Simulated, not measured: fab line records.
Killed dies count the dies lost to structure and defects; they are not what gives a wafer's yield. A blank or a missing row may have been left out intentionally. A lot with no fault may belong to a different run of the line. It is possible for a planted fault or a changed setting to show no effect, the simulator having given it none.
Which tool was responsible?    flow gf180mcu    11 lots, 33 wafers sampled, at 3 steps of a route of 602

## WHAT THE GAUGES READ, wafer by wafer
GF_PSD_RS_MEAS_15: the measuring method here is four-point-probe.
lot   measured      on             PSD_RS (ohm/sq)
L831  day 14 00:56  film metro-03  108.55 108.73 108.66
L832  day 14 07:23  film metro-02  108.32 108.39 108.33
L837  day 16 06:42  film metro-04  108.02 107.70 108.07
L838  day 16 13:44  film metro-02  107.76 107.89 107.80
L845  day 19 06:31  film metro-03  108.08 108.44 108.13
L847  day 19 21:35  film metro-02  108.86 108.71 109.03
L848  day 20 13:22  film metro-02  108.56 108.40 108.49
L849  day 20 17:34  film metro-04  108.42 108.51 108.64
L852  day 21 11:25  film metro-04  108.48 108.61 108.43
L853  day 21 20:25  film metro-02  108.51 108.52 108.22
L854  day 22 03:56  film metro-03  108.96 108.83 108.97

## TOOL THAT RAN EACH LOT (tool first, then ch and the chambers of the sampled wafers, then the start)
lot   GF_PSD_IMPLANT_09                GF_PSD_STRIP_10
L831  implanter-01 ch 0, day 14 00:23  plasma asher-01 ch 0,1, day 14 00:30
L832  implanter-01 ch 0, day 14 06:50  plasma asher-01 ch 1, day 14 06:58
L837  implanter-01 ch 0, day 16 06:07  plasma asher-03 ch 0,1, day 16 06:16
L838  implanter-01 ch 0, day 16 13:09  plasma asher-01 ch 0,1, day 16 13:18
L845  implanter-02 ch 0, day 19 05:57  plasma asher-01 ch 0,1, day 19 06:06
L847  implanter-03 ch 0, day 19 21:01  plasma asher-04 ch 0,1, day 19 21:10
L848  implanter-01 ch 0, day 20 12:48  plasma asher-03 ch 0,1, day 20 12:55
L849  implanter-01 ch 0, day 20 17:01  plasma asher-03 ch 0,1, day 20 17:10
L852  implanter-01 ch 0, day 21 10:52  plasma asher-03 ch 0,1, day 21 11:01
L853  implanter-01 ch 0, day 21 19:51  plasma asher-03 ch 0,1, day 21 20:00
L854  implanter-01 ch 0, day 22 03:21  plasma asher-04 ch 0,1, day 22 03:30
- GF_PSD_IMPLANT_09
- GF_PSD_STRIP_10: strips in O2/N2.

## THE ANSWER, worked out from the rows above alone
Rule: usual is defined by the lots themselves. The widest of any qualifying gaps counts: lots, ordered by their means at a reading, are off when they make up no more than a third of the lots, leave a main group of 4 or more, and stand apart from it by 3 or more times the standard deviation of that group's means. A main group is skipped when, at the precision printed for the reading in the tables above, its means are all equal. Also off: a lot with no number at a reading for which 4 or more lots have one. The other lots that the step has rows for count as sound.
Nothing can be told from this: no lot is off at any reading shown.

## WHAT THE SIMULATOR HAD INSERTED
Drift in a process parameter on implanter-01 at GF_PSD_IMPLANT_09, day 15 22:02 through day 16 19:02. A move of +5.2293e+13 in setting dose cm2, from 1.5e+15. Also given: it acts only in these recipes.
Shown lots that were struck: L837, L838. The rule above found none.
